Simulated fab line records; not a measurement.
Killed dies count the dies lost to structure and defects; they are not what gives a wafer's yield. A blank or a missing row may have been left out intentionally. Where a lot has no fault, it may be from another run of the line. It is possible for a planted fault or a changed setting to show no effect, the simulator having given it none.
A lot that was struck, set against a sound lot || flow sky130 || 14 steps out of a route of 708
Sound: the wafers L902.1, L902.2, L902.6. Struck: wafers L906.3, L906.5, L906.6. The cause is named last.
Per side, at each step with rows, come the tool, then ch with its chambers, and then its first start. Under that, the readings that differ: sound wafers || struck wafers || difference of the means || sigmas: that difference in standard deviations of wafers without a fault.
alike: a reading whose means differ by less than 2 such deviations, as well as words and numbers matching on both sides. not compared: withheld readings; readings where some wafer has no value; bounds like >300 that might hide an equal value; numbers whose values overlap and for which the record gives no deviation.
Wherever a step has rows on one side only, a row that says differs or no value, or a row with sigmas, the two part there. When numbers do not overlap yet have no deviation, they are printed without sigmas and do not part them. A reading that every wafer of one side lacks parts them only if that side has two wafers or more.

SKY_VIA4_OVL_MEAS_11:
  sound: overlay-02 at day 44 23:38; struck: overlay-02 at day 45 19:21
  alike: VIA4_OVL
SKY_VIA4_ETCH_12: etches SiO2 in C4F8/O2/Ar, stops on TiN, target depth 580 nm.
  sound on rieDiel-04 ch 0,1,3, day 44 23:40; struck on rieDiel-01 ch 2,3, day 45 19:22
  alike: oesProductAu
then, 4 steps without rows for these wafers: SKY_VIA4_STRIP_13 (strips in O2/N2); SKY_VIA4_STRIP_14 (strips in post etch residue remover, time 1200 s); SKY_VIA4_CLEAN_15 (cleans in IPA, time 180 s); SKY_VIA4_CLEAN_16 (cleans in O3/DIW).
SKY_VIA4_SPUTTER_17: material TiN, target thk 20 nm, time 80 s.
  sound: pvdSputter-02 at day 45 00:20; struck: pvdSputter-04 at day 45 20:02
  alike: cathodeDcPowerW, chamberPressurePa, throttleValvePct
SKY_VIA4_CVD_18: deposits W, target thk 505 nm, time 152.14 s.
  sound on cvdW-01 ch 0,1, day 45 00:24; struck on cvdW-02 ch 0,1, day 45 20:09
  alike: heaterPowerOuterW, heaterPowerW, susceptorTempC
SKY_VIA4_RS_MEAS_19: measures by four-point-probe.
  sound: filmMetro-03 at day 45 00:33; struck: filmMetro-01 at day 45 20:18
  alike: VIA4_W_RS
SKY_VIA4_THK_MEAS_20: measures by xrf.
  sound: filmMetro-03 at day 45 00:40; struck: filmMetro-01 at day 45 20:24
{"reading": "VIA4_W_THK (nm)", "sound": "480 490 494", "struck": "526 504 520", "difference": "+29", "sigmas": "+2"}
SKY_VIA4_CMP_21: polishes, stops on SiO2, t overpolish 25 s, target thk 0 nm.
  sound on cmp-01 ch 1,2, day 45 00:44; struck on cmp-02 ch 1,2, day 45 20:29
  alike: motorCurrentA, overpolishRunS, timeToEndpointS
then, 1 step without rows for these wafers: SKY_METAL5_SPUTTER_00 (material Ti, target thk 15 nm, time 10 s).
SKY_METAL5_SPUTTER_01: material TiN, target thk 20 nm, time 16.7 s.
  sound: pvdSputter-01 at day 45 01:03; struck: pvdSputter-01 at day 45 20:46
  no value came back on the struck wafers for cathodeDcPowerW (W), chamberPressurePa (Pa), throttleValvePct (%); on the sound wafers cathodeDcPowerW (W) reads 6498.5 6498.4 6500.8
SKY_METAL5_SPUTTER_02: material AlCu, target thk 1150 nm, time 61.2 s.
  sound: pvdSputter-01 at day 45 01:05; struck: pvdSputter-01 at day 45 20:47
  alike: cathodeDcPowerW, chamberPressurePa, throttleValvePct

== WHERE THEY PART ==
Last at SKY_METAL5_SPUTTER_01 as far as this record goes, first at SKY_VIA4_THK_MEAS_20. Later steps at which nothing parts them and some readings are alike: SKY_METAL5_SPUTTER_02.

WHY: whatever the simulator had introduced
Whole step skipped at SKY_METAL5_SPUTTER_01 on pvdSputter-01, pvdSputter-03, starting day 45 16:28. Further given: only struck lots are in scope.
